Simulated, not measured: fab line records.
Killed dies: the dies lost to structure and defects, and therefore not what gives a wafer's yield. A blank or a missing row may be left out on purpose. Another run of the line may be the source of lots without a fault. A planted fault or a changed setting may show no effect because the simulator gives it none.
Which of the tools did it? -- flow sky130 -- 36 wafers from 12 lots sampled at 5 of the route's 708 steps

## WHAT THE GAUGES SHOWED, per wafer
No reading from a measuring or inspecting step in the record can be judged against a usual standard deviation.

## WHICH TOOL RAN EACH LOT (tool, then ch and the chambers of the sampled wafers, then the start)
lot,SKY_VIA4_CMP_02,SKY_VIA4_ETCH_12,SKY_VIA4_STRIP_13,SKY_METAL5_CLEAN_19,SKY_PAD_OPEN_PROBE_99
L268,"cmp-01 ch 1,2,3, day 42 07:34","rie diel-03 ch 0,1, day 43 07:37","plasma asher-04 ch 0,1, day 43 07:41","wet bench-03 ch 1, day 44 07:44",-
L269,"cmp-02 ch 0,1,2, day 42 15:32","rie diel-03 ch 2,3, day 43 15:10","plasma asher-04 ch 0,1, day 43 15:14","wet bench-03 ch 1, day 44 15:41","prober-02, day 46 13:10"
L270,"cmp-02 ch 0,1,3, day 42 22:31","rie diel-03 ch 1,2,3, day 43 22:14","plasma asher-03 ch 0,1, day 43 22:18","wet bench-03 ch 0, day 44 22:52",-
L271,"cmp-02 ch 0,3, day 43 12:51","rie diel-03 ch 1,3, day 44 12:07","plasma asher-04 ch 0, day 44 12:11","wet bench-04 ch 0, day 45 12:41",-
L277,"cmp-01 ch 0,1,2, day 45 13:52","rie diel-04 ch 0,1,2, day 46 11:59","plasma asher-01 ch 0, day 46 12:03","wet bench-03 ch 2, day 47 10:48","prober-01, day 49 04:41"
L279,"cmp-01 ch 0,1, day 45 20:08","rie diel-04 ch 2,3, day 46 16:43","plasma asher-03 ch 0,1, day 46 16:49","wet bench-03 ch 3, day 47 14:47","prober-01, day 49 08:11"
L280,"cmp-01 ch 0,3, day 45 21:04","rie diel-03 ch 0,2,3, day 46 18:20","plasma asher-04 ch 0,1, day 46 18:25","wet bench-04 ch 0, day 47 16:16","prober-02, day 49 10:40"
L282,"cmp-01 ch 0,1,3, day 46 06:11","rie diel-03 ch 1,2, day 47 02:56","plasma asher-03 ch 0, day 47 03:00","wet bench-04 ch 2, day 48 01:17","prober-02, day 49 17:58"
L283,"cmp-02 ch 0,2,3, day 46 16:55","rie diel-03 ch 0,1,3, day 47 13:17","plasma asher-01 ch 0,1, day 47 13:22","wet bench-04 ch 1, day 48 11:05","prober-01, day 50 03:09"
L285,"cmp-02 ch 0,1, day 47 00:06","rie diel-03 ch 1,3, day 47 20:35","plasma asher-01 ch 0,1, day 47 20:40","wet bench-01 ch 2, day 48 18:16","prober-02, day 50 08:14"
L287,"cmp-01 ch 0,1,2, day 47 09:36","rie diel-02 ch 0,1,3, day 48 06:11","plasma asher-01 ch 0,1, day 48 06:17","wet bench-04 ch 3, day 49 03:28","prober-02, day 50 17:23"
L291,"cmp-02 ch 0,1,2, day 48 06:23","rie diel-03 ch 1,3, day 49 01:16","plasma asher-03 ch 0,1, day 49 01:20","wet bench-04 ch 1, day 49 21:58",-
- SKY_VIA4_CMP_02: polishes SiO2.
- SKY_VIA4_ETCH_12: etches SiO2 in C4F8/O2/Ar, stops on TiN, target depth 580 nm.
- SKY_VIA4_STRIP_13: strips in O2/N2.
- SKY_METAL5_CLEAN_19: cleans in O3/DIW.
- SKY_PAD_OPEN_PROBE_99

## AS READ BY THE TOOLS THEMSELVES (means over the sampled wafers that have a number; for cases with no such wafer, the mark the record gives instead)
SKY_VIA4_CMP_02. Usual: 12.0 A for motor current A, sd 1.1.
lot,tool,motor current A (A),flag
L268,cmp-01,12.2,
L269,cmp-02,11.2,
L270,cmp-02,11.8,
L271,cmp-02,11.1,
L277,cmp-01,12.8,
L279,cmp-01,12.3,
L280,cmp-01,13.0,
L282,cmp-01,11.8,
L283,cmp-02,11.1,
L285,cmp-02,11.6,
L287,cmp-01,12.6,
L291,cmp-02,11.8,

SKY_VIA4_ETCH_12. Usual: 0.926 a.u. for oes product au, sd 0.0048.
lot,tool,oes product au (a.u.),flag
L268,rie diel-03,0.920,
L269,rie diel-03,0.926,
L270,rie diel-03,0.927,
L271,rie diel-03,0.933,
L277,rie diel-04,0.922,
L279,rie diel-04,0.923,
L280,rie diel-03,0.928,
L282,rie diel-03,0.927,
L283,rie diel-03,0.928,
L285,rie diel-03,0.926,
L287,rie diel-02,0.924,
L291,rie diel-03,0.928,

SKY_VIA4_STRIP_13. Usual: drypump motor current A 5.7 A, standard deviation 0.4; n2 flow sccm 300.0 sccm, standard deviation 0.79; o2 flow sccm 3002 sccm, standard deviation 9.2; oes product au 0.710 a.u., standard deviation 0.0044; strip time to endpoint s 12.81 s, standard deviation 0.03.
lot,tool,drypump motor current A (A),n2 flow sccm (sccm),o2 flow sccm (sccm),oes product au (a.u.),strip time to endpoint s (s),flag
L268,plasma asher-04,5.3,299.9,3007,0.712,12.80,
L269,plasma asher-04,5.7,300.2,3006,0.710,12.81,
L270,plasma asher-03,5.9,301.0,2999,0.715,12.79,
L271,plasma asher-04,6.1,300.9,3001,0.713,12.81,
L277,plasma asher-01,5.9,299.3,3007,0.707,12.80,
L279,plasma asher-03,6.0,299.6,3008,0.709,12.82,
L280,plasma asher-04,5.3,299.6,3000,0.713,12.80,
L282,plasma asher-03,6.1,299.2,3001,0.708,12.80,
L283,plasma asher-01,5.7,300.0,3000,0.713,12.84,
L285,plasma asher-01,5.8,300.3,3002,0.709,12.81,
L287,plasma asher-01,5.6,300.5,3010,0.708,12.78,
L291,plasma asher-03,5.9,299.7,3005,0.712,12.79,

SKY_PAD_OPEN_PROBE_99. Usual: defect limited yield 82.0 %, standard deviation 1.9; killed_at_M0_to_M3 46, standard deviation 6.7; killed_at_M4_up 3.3, standard deviation 2; killed at contacts 24, standard deviation 5.4; killed at front end 15, standard deviation 4.3; killed at other 0.4, standard deviation 0.64; killed dies 89, standard deviation 9.1; killed open 48, standard deviation 7.2; killed short 40, standard deviation 6.3; sort_bin_3_pad_short 0.9 %, standard deviation 0.42; sort_bin_5_function 10.8 %, standard deviation 1.5; sort_bin_6_memory 6.4 %, standard deviation 1.1; sort n pass 403, standard deviation 9.1; sort yield pct 82.0 %, standard deviation 1.9.
lot,tool,defect limited yield (%),killed_at_M0_to_M3,killed_at_M4_up,killed at contacts,killed at front end,killed at other,killed dies,killed open,killed short,sort_bin_3_pad_short (%),sort_bin_5_function (%),sort_bin_6_memory (%),sort n pass,sort yield pct (%),flag
L269,prober-02,81.0,51,2.0,24,16,0.3,93,52,41,0.7,11.4,6.8,399,81.0,
L277,prober-01,75.5,40,38.0,27,15,0.3,121,47,38,2.6,15.5,6.4,371,75.5,OFF
L279,prober-01,75.8,42,39.3,20,18,0.3,119,45,37,2.1,14.7,7.3,373,75.8,OFF
L280,prober-02,83.0,46,3.3,24,10,0.3,84,50,33,0.6,10.8,5.6,408,83.0,
L282,prober-02,82.4,44,3.3,21,18,0.3,87,47,40,0.7,10.3,6.6,405,82.4,
L283,prober-01,83.7,44,4.0,19,13,0.3,80,42,38,0.8,10.3,5.2,412,83.7,
L285,prober-02,82.9,49,2.0,18,13,2.0,84,45,38,0.6,10.3,6.2,408,82.9,
L287,prober-02,81.5,45,3.3,25,17,0.7,91,50,41,0.7,11.6,6.2,401,81.5,

## THE ANSWER, worked out from the rows above alone
Rule: a lot is off if the mean of its wafers that have a number lies more than 3 standard deviations from the usual mean. Also off: a lot with no number at a reading for which 4 or more lots have one. Any other lot the step has rows for is counted as sound. First the gauges in route order, then the tools' own readings, where a lot's mean is used as printed above. The first step at which some lot is off is used, and at that step the reading that is off furthest; a lot without a number counts as furthest.
Off: L277, L279, at SKY_PAD_OPEN_PROBE_99 (killed_at_M4_up). Neither off nor sound, because the step has no rows for them: L268, L270, L271, L291.
A tool fits if, at that step or a process step before it, it ran every lot that is off, and no sound lot after the first of them. 2 tools fit, rie diel-04 at SKY_VIA4_ETCH_12 and wet bench-03 at SKY_METAL5_CLEAN_19, so this cannot tell which one it is.

## WHAT THE SIMULATOR HAD PUT IN
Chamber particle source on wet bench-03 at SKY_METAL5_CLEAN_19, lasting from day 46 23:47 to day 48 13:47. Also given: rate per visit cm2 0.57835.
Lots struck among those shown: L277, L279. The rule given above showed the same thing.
